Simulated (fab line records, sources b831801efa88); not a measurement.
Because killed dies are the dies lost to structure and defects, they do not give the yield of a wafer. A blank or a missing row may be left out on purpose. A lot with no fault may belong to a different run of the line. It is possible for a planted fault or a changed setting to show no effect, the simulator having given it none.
fab line records    flow sky130
record: lots: 5  wafers: 15  last_day: 50
route steps=708 shown LDD_HVP@281 LDD_LDN@289 PAD_OPEN@708
lots untouched by any fault: they come from a run of this same line in which no faults occurred
start_h: the number of hours between the record's first day and the start of the first shown wafer of the lot    wait_h: hours from the lot's prior step to this one    " identical to the entry in the row above    L1.1+2: one row covering several wafers at once    - no value present, or no start provided    * or withheld: withheld    < > ~ a bound
route shown NAME@n: names a module that has steps shown in the file, with the first one's number in the route    usual: mean/standard deviation of fault-free wafers    same: alike in all rows    chamber/n: place in a boat    sites: each site's reading    _std_site: the standard deviation of these    _edge_site: mean of outer sites minus mean of inner sites    radius_mm: how far each site lies from the wafer's centre    mask NAME#n: copy n    behind: the last tool/chamber to shape the wafer    hold: why the lot went on hold/how many hours it stayed there/how the hold came to an end    device: the n, p or np transistor that did not switch    end of line: the tests these same wafers got at the end of their route    where a step has no rows: the recipe by itself    killed: count of dies lost to structure and defects at first sort (not the wafer's yield)    map: per-die view of a wafer (x killed, . not killed, _ where there is no die)
set.NAME: the run value of the setting; set.NAME@STEP: its run value at that earlier step    model.NAME: the simulator's own value behind a step, which no gauge read
lots at selected steps of the route; one table per step, one row per wafer
services: when a tool's chamber went out of use (start_h, in hours from the record's first day, below 0 if earlier), for how many hours, and the reason
== steps ==
step: SKY_LDD_HVP_SOFTBAKE_03
recipe: temp_c: 90  time_s: 60  resist: NOVOLAK
step: SKY_LDD_HVP_EXPOSE_04
recipe: mask_id: HVPTM  na: 0.6  source_shape: conventional  sigma_outer: 0.6  polarization: unpolarized  target_cd_nm: 700  dose_mj: 86
step: SKY_LDD_HVP_PEB_05
recipe: temp_c: withheld  time_s: *  resist: NOVOLAK
step: SKY_LDD_HVP_DEVELOP_06
recipe: resist: NOVOLAK  developer: TMAH  develop_time_s: 60  dev_temp_c: 23
step: SKY_LDD_HVP_OVL_MEAS_07
usual: LDD_HVP_OVL: -0.2/1.4
lot.wafer  tool        chamber  start_h  wait_h  LDD_HVP_OVL[nm]
L198.1     overlay-02  -        543.22   0.1     1.0
L198.3     "           -        "        "       0.2
L198.6     "           -        "        "       0.8
L206.1     overlay-02  -        586.52   0.1     -1.4
L206.2     "           -        "        "       -1.4
L206.3     "           -        "        "       -1.9
L214.1     overlay-02  -        650.37   0.1     -0.1
L214.2     "           -        "        "       -0.3
L214.6     "           -        "        "       0.8
L215.1     overlay-02  -        658.00   0.1     1.1
L215.4     "           -        "        "       -0.7
L215.5     "           -        "        "       -0.6
L218.2     overlay-02  -        680.71   0.1     1.5
L218.5     "           -        "        "       1.1
L218.6     "           -        "        "       0.4
step: SKY_LDD_HVP_IMPLANT_08
recipe: species: B  energy_kev: 20  dose_cm2: 1.7e+13  tilt_deg: 17.9
step: SKY_LDD_HVP_STRIP_09
recipe: chemistry: O2/N2  power_w: 1400  pressure_mtorr: 1500  platen_temp_c: withheld  o2_flow_sccm: 3000  n2_flow_sccm: 300  overash_fraction: 0.5
usual: drypump_motor_current_A: 5.6/0.36  o2_flow_sccm: 3000/9.5  oes_product_au: 0.409/0.0047  strip_time_to_endpoint_s: 4.128/0.012
lot.wafer  tool             chamber  start_h  wait_h  drypump_motor_current_A  o2_flow_sccm  oes_product_au  rf_hours_counter_h  strip_time_to_endpoint_s
L198.1     plasma_asher-04  1        543.40   0.1     5.6                      3002          0.404           88                  4.110
L198.3     "                0        "        "       5.7                      3010          0.415           -                   4.127
L198.6     "                0        "        "       5.7                      3005          0.412           -                   4.132
L206.1     plasma_asher-02  0        586.70   0.1     5.7                      3018          0.410           15                  4.131
L206.2     "                1        "        "       6.1                      2992          0.406           15                  4.123
L206.3     "                0        "        "       5.7                      3010          0.410           -                   4.118
L214.1     plasma_asher-02  1        650.55   0.1     6.1                      2985          0.408           22                  4.131
L214.2     "                0        "        "       5.6                      3010          0.414           22                  4.135
L214.6     "                1        "        "       6.1                      2982          0.401           -                   4.121
L215.1     plasma_asher-04  1        658.19   0.1     5.6                      2985          0.414           99                  4.124
L215.4     "                1        "        "       5.6                      2999          0.413           -                   4.117
L215.5     "                0        "        "       5.7                      2991          0.408           -                   4.125
L218.2     plasma_asher-04  1        680.89   0.1     5.6                      2989          0.405           102                 4.117
L218.5     "                0        "        "       5.7                      3010          0.408           -                   4.117
L218.6     "                1        "        "       5.6                      2995          0.409           -                   4.114
step: SKY_LDD_HVP_TW_MEAS_10
usual: LDD_HVP_TW: 460/3.1
lot.wafer  tool           chamber  start_h  wait_h  LDD_HVP_TW
L198.1     film_metro-02  -        543.50   0.1     460
L198.3     "              -        "        "       459
L198.6     "              -        "        "       460
L206.1     film_metro-04  -        586.80   0.1     463
L206.2     "              -        "        "       464
L206.3     "              -        "        "       460
L214.1     film_metro-04  -        650.65   0.1     458
L214.2     "              -        "        "       459
L214.6     "              -        "        "       461
L215.1     film_metro-04  -        658.29   0.1     460
L215.4     "              -        "        "       459
L215.5     "              -        "        "       460
L218.2     film_metro-02  -        681.00   0.1     461
L218.5     "              -        "        "       460
L218.6     "              -        "        "       461
step: SKY_LDD_LDN_DEHYDRATE_00
recipe: temp_c: 200  time_s: 60
step: SKY_LDD_LDN_HMDS_01
recipe: prime_time_s: 60  prime_temp_c: 120
step: SKY_LDD_LDN_COAT_02
recipe: resist: NOVOLAK  spin_rpm: 3000  resist_thk_nm: 1148
step: SKY_LDD_LDN_SOFTBAKE_03
recipe: temp_c: 90  time_s: 60  resist: NOVOLAK
step: SKY_LDD_LDN_EXPOSE_04
recipe: mask_id: LDNTM  na: 0.6  source_shape: conventional  sigma_outer: 0.6  polarization: unpolarized  target_cd_nm: 700  dose_mj: 140
lot.wafer   tool              chamber  start_h  wait_h  mask
L198.1+3+6  iline_stepper-02  0        558.24   -       LDNTM#0
L206.1+2+3  iline_stepper-01  0        601.49   -       LDNTM_R1#0
L214.1+2+6  iline_stepper-01  0        664.84   -       LDNTM#0
L215.1+4+5  iline_stepper-01  0        672.46   -       LDNTM#0
L218.2+5+6  iline_stepper-02  0        694.94   -       LDNTM#0
step: SKY_LDD_LDN_PEB_05
recipe: temp_c: withheld  time_s: *  resist: NOVOLAK
step: SKY_PAD_OPEN_PROBE_99
usual: killed_at_M0_to_M3: 43/7.7  killed_at_M4_up: 3.0/1.7  killed_at_contacts: 24/5.2  killed_at_front_end: 15/4.5  killed_at_other: 0.3/0.5  killed_dies: 85/9.5  killed_open: 47/6.6  killed_short: 38/6.6
same: gross_dies: 492  killed_at_back_side: 0
lot.wafer  tool       chamber  start_h  wait_h  killed_at_M0_to_M3  killed_at_M4_up  killed_at_contacts  killed_at_front_end  killed_at_other  killed_dies  killed_open  killed_short
L198.1     prober-02  -        1102.53  0.1     40                  1                20                  19                   0                80           36           44
L198.3     prober-02  -        1102.63  0.2     47                  2                29                  15                   2                95           52           43
L198.6     prober-02  -        1102.78  0.2     33                  2                25                  22                   1                83           51           32
L206.1     prober-01  -        1134.84  0.1     59                  4                26                  8                    0                97           61           36
L206.2     prober-01  -        1134.89  0.1     49                  8                21                  10                   0                88           47           41
L206.3     prober-01  -        1134.94  0.2     41                  1                19                  18                   0                79           47           32
L214.1     prober-01  -        1176.29  0.1     64                  4                24                  14                   0                106          59           47
L214.2     prober-01  -        1176.34  0.1     41                  5                35                  16                   0                97           50           47
L214.6     prober-01  -        1176.54  0.2     42                  1                7                   20                   0                70           37           33
L215.1     prober-01  -        1182.93  0.1     43                  2                26                  16                   1                88           48           40
L215.4     prober-01  -        1183.08  0.2     47                  1                28                  22                   0                98           42           56
L215.5     prober-01  -        1183.13  0.2     50                  5                20                  11                   0                86           41           45
L218.2     prober-02  -        1194.59  0.1     47                  1                15                  15                   0                78           40           38
L218.5     prober-02  -        1194.74  0.2     42                  3                34                  16                   0                95           46           49
L218.6     prober-02  -        1194.79  0.2     44                  2                22                  21                   0                89           52           37
killed by level:class
L198.1 METAL2:geometric_particle:short=10 VIA1:geometric_particle:open=9 POLY_GATE:geometric_particle:short=7 LI_CONTACT:geometric_particle:open=6 LOCAL_INTERCONNECT:geometric_particle:short=5 METAL1:geometric_particle:short=5 POLY_GATE:geometric_particle:open=4 VIA3:geometric_particle:open=4
L198.3 VIA3:geometric_particle:open=10 CONTACT:geometric_particle:open=9 LI_CONTACT:geometric_particle:open=8 VIA1:geometric_particle:open=8 METAL2:geometric_particle:short=8 FIELD_ISO:geometric_particle:short=7 LOCAL_INTERCONNECT:geometric_particle:short=4 METAL1:geometric_particle:short=4
L198.6 CONTACT:geometric_particle:open=17 FIELD_ISO:geometric_particle:short=6 POLY_GATE:geometric_particle:open=6 VIA3:geometric_particle:open=6 VIA2:geometric_particle:open=5 VIA1:geometric_particle:open=5 VIA1:geometric_particle:short=4 LI_CONTACT:geometric_particle:open=3
L206.1 VIA1:geometric_particle:open=17 VIA2:geometric_particle:open=10 CONTACT:geometric_particle:open=9 LI_CONTACT:geometric_particle:open=7 VIA3:geometric_particle:open=7 METAL1:geometric_particle:short=5 LI_CONTACT:geometric_particle:short=5 VIA1:geometric_particle:short=5
L206.2 VIA1:geometric_particle:open=13 CONTACT:geometric_particle:open=8 VIA2:geometric_particle:open=8 METAL4:geometric_particle:short=6 METAL2:geometric_particle:short=6 LI_CONTACT:geometric_particle:open=5 CONTACT:geometric_particle:short=5 METAL1:geometric_particle:short=5
L206.3 CONTACT:geometric_particle:open=11 VIA1:geometric_particle:open=11 FIELD_ISO:geometric_particle:open=6 LI_CONTACT:geometric_particle:open=6 FIELD_ISO:geometric_particle:short=5 VIA1:geometric_particle:short=5 METAL2:geometric_particle:short=5 VIA2:geometric_particle:open=4
L214.1 VIA1:geometric_particle:open=18 VIA3:geometric_particle:open=10 VIA2:geometric_particle:open=9 METAL1:geometric_particle:short=8 CONTACT:geometric_particle:open=6 CONTACT:geometric_particle:short=6 VIA1:geometric_particle:short=6 LI_CONTACT:geometric_particle:open=5
L214.2 CONTACT:geometric_particle:open=13 METAL1:geometric_particle:short=8 CONTACT:geometric_particle:short=8 METAL2:geometric_particle:short=7 VIA1:geometric_particle:open=7 POLY_GATE:geometric_particle:open=6 VIA2:geometric_particle:open=6 POLY_GATE:geometric_particle:short=5
L214.6 VIA1:geometric_particle:open=15 FIELD_ISO:geometric_particle:short=8 FIELD_ISO:geometric_particle:open=7 METAL2:geometric_particle:short=6 VIA2:geometric_particle:open=6 VIA1:geometric_particle:short=3 METAL1:geometric_particle:short=3 VIA2:geometric_particle:short=3
L215.1 VIA3:geometric_particle:open=11 LI_CONTACT:geometric_particle:open=7 FIELD_ISO:geometric_particle:open=6 LOCAL_INTERCONNECT:geometric_particle:short=5 METAL1:geometric_particle:short=5 VIA1:geometric_particle:short=5 VIA2:geometric_particle:open=5 POLY_GATE:geometric_particle:open=4
L215.4 VIA1:geometric_particle:open=16 CONTACT:geometric_particle:open=9 METAL2:geometric_particle:short=9 METAL1:geometric_particle:short=8 FIELD_ISO:geometric_particle:short=7 LI_CONTACT:geometric_particle:short=6 LOCAL_INTERCONNECT:geometric_particle:short=6 FIELD_ISO:geometric_particle:open=5
L215.5 METAL2:geometric_particle:short=10 VIA2:geometric_particle:open=9 VIA1:geometric_particle:open=8 CONTACT:geometric_particle:open=7 LOCAL_INTERCONNECT:geometric_particle:short=6 VIA3:geometric_particle:open=5 POLY_GATE:geometric_particle:short=4 CONTACT:geometric_particle:short=4
L218.2 VIA3:geometric_particle:open=7 VIA2:geometric_particle:open=7 CONTACT:geometric_particle:open=6 METAL1:geometric_particle:short=6 METAL1:geometric_particle:open=5 VIA1:geometric_particle:open=5 METAL2:geometric_particle:short=5 CONTACT:geometric_particle:short=4
L218.5 CONTACT:geometric_particle:open=12 LI_CONTACT:geometric_particle:open=9 METAL1:geometric_particle:short=8 POLY_GATE:geometric_particle:short=7 VIA1:geometric_particle:open=7 METAL2:geometric_particle:short=7 LI_CONTACT:geometric_particle:short=5 VIA1:geometric_particle:short=5
L218.6 VIA1:geometric_particle:open=9 VIA2:geometric_particle:open=9 LI_CONTACT:geometric_particle:open=8 CONTACT:geometric_particle:open=7 METAL2:geometric_particle:short=6 FIELD_ISO:geometric_particle:open=5 POLY_GATE:geometric_particle:open=5 METAL1:geometric_particle:short=5
== services ==
tool              chamber  start_h  hours  kind
iline_stepper-01  -        558.06   1.7    pm
plasma_asher-02   -        563.22   1.4    repair
plasma_asher-04   -        606.65   2.8    pm
iline_stepper-02  -        634.31   1.7    pm
iline_stepper-01  -        636.82   9.0    repair
iline_stepper-02  -        658.77   4.4    pm
plasma_asher-02   -        665.99   4.9    repair
== key ==
first_sign: step: SKY_LDD_LDN_EXPOSE_04  reading: mask  direction: changed
effect none on later readings
met_at SKY_LDD_LDN_EXPOSE_04
struck_wafers L206.1,L206.2,L206.3
tester_left_out L206
fault: kind: wrong_mask  tool: any  chamber: -  onset_h: 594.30  steps: SKY_LDD_LDN_EXPOSE_04  aux_copy: LDNTM_R1#0  cd_offset_nm: 49  scope: struck_lots_only
tester_left_out: of these lots the tester's yield and bins aren't shown, on N5 and GAA mostly nor the transistor test; their killed dies are dies lost to structure and defects alone, not to doping, threshold or leakage, so they don't give the yield
